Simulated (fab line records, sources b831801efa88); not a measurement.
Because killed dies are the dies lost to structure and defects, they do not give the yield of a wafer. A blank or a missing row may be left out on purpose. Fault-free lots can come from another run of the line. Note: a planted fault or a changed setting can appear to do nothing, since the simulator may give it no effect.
Split-lot experiment	flow gf180mcu	23 wafers read across 5 lots, on a route 602 steps long

SPLIT DETAILS
At GF_HV_LDD_IMPLANT_36, the setting dose_cm2 was moved away from the recipe's 7.5e+12 on 10 of the 23 wafers read, by -11.9% to +15.1%. The other wafers ran this setting at the recipe's value.

FROM THE SPLIT TO THE READING: what the file shows between them, 5 steps
- GF_HV_LDD_IMPLANT_48 (also split here: dose_cm2)
- GF_HV_LDD_STRIP_49: strips in O2/N2
- GF_HV_LDD_TW_MEAS_50
- GF_HV_LDD_CLEAN_51: cleans in SC1/SC2, time 150 s
- GF_HV_LDD_RTA_52: time 10 s

THE READING
HV_LDD_RS, in ohm/sq, at GF_HV_LDD_RS_MEAS_53 (measures by four-point-probe). Typical for fault-free wafers on this fab line: 417.9 ohm/sq, with standard deviation 0.83 ohm/sq.

wafer	tool, chamber at the split	dose_cm2 as run	against the recipe	HV_LDD_RS, ohm/sq	against lot-mates on the recipe
L074.1	implanter-02, 0	7.5e+12	recipe	418.2	-
L074.2	implanter-02, 0	7.5e+12	recipe	418.5	-
L074.6	implanter-02, 0	7.5e+12	recipe	418.2	-
L076.1	implanter-01, 0	7.5e+12	recipe	417.6	-
L076.2	implanter-01, 0	8.519e+12	+13.6%	413.9	-3.8
L076.4	implanter-01, 0	7.5e+12	recipe	417.8	-
L076.5	implanter-01, 0	8.519e+12	+13.6%	413.8	-3.9
L076.6	implanter-01, 0	8.519e+12	+13.6%	414.8	-2.9
L077.1	implanter-04, 0	7.5e+12	recipe	417.3	-
L077.2	implanter-04, 0	7.136e+12	-4.9%	418.8	+1.3
L077.3	implanter-04, 0	7.136e+12	-4.9%	418.9	+1.4
L077.5	implanter-04, 0	7.136e+12	-4.9%	417.8	+0.3
L077.6	implanter-04, 0	7.5e+12	recipe	417.7	-
L079.1	implanter-04, 0	7.5e+12	recipe	418.0	-
L079.2	implanter-04, 0	6.605e+12	-11.9%	419.8	+2.4
L079.3	implanter-04, 0	6.605e+12	-11.9%	419.6	+2.2
L079.4	implanter-04, 0	7.5e+12	recipe	416.5	-
L079.5	implanter-04, 0	7.5e+12	recipe	417.8	-
L080.1	implanter-02, 0	7.5e+12	recipe	418.6	-
L080.2	implanter-02, 0	8.63e+12	+15.1%	416.4	-2.8
L080.4	implanter-02, 0	7.5e+12	recipe	419.1	-
L080.5	implanter-02, 0	8.63e+12	+15.1%	416.0	-3.2
L080.6	implanter-02, 0	7.5e+12	recipe	419.8	-

FIT RESULTS
A straight line over all 23 wafers: HV_LDD_RS changes by -0.186 ohm/sq for each +1% of dose_cm2; r = -0.85; the points scatter about the line by 0.91 ohm/sq.
The same after taking each lot's own level away (the mean of its wafers on the recipe; 23 wafers): -0.22 ohm/sq for each +1%; r = -0.96; scatter 0.48 ohm/sq.
The reading moves by 3.3 ohm/sq for the largest change in dose_cm2, on that fit.
From 417.43 to 419.17 ohm/sq: that is the span of the lots' own levels, equal to 2.1 times the standard deviation above.
Thus the slope moves with the lot-to-lot level: the two fits are different.
Check: -3.53 ohm/sq against its lot-mates is what the line predicts for one of the wafers moved furthest among these (+15.1%) when that wafer is left out of the fit. Against them it came out at -2.77 ohm/sq.

THESE WAFERS: OTHER SPLITS
Other splits were also applied to these wafers ahead of the reading. Each is held against what the fit with the lots' levels taken away leaves over:
other split on the same wafers	wafers away from the commonest value	r with HV_LDD_RS (lot level and that fit taken away)
GF_STI_ETCH_13 source_w	11	+0.20
GF_STI_CVD_23 sih4_flow_sccm	6	-0.05
GF_NWELL_SOFTBAKE_03 temp_c	9	-0.26
GF_MVPSD_COAT_02 spin_rpm	8	+0.29
GF_VT_IMPLANT_IMPLANT_08 energy_kev	8	-0.06
GF_DUAL_GATE_COAT_06 resist_thk_nm	6	+0.31
GF_DUAL_GATE_DEVELOP_10 dev_temp_c	11	-0.14
GF_POLY_GATE_ETCH_13 time_s	5	-0.29
GF_HV_LDD_EXPOSE_28 dose_mj	7	+0.30
GF_HV_LDD_DEVELOP_30 develop_time_s	8	+0.00
GF_HV_LDD_IMPLANT_48 dose_cm2	7	+0.00

THE FILE'S OWN FIT
HV_LDD_RS changes by -0.216 ohm/sq for each +1% of dose_cm2, r = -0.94.
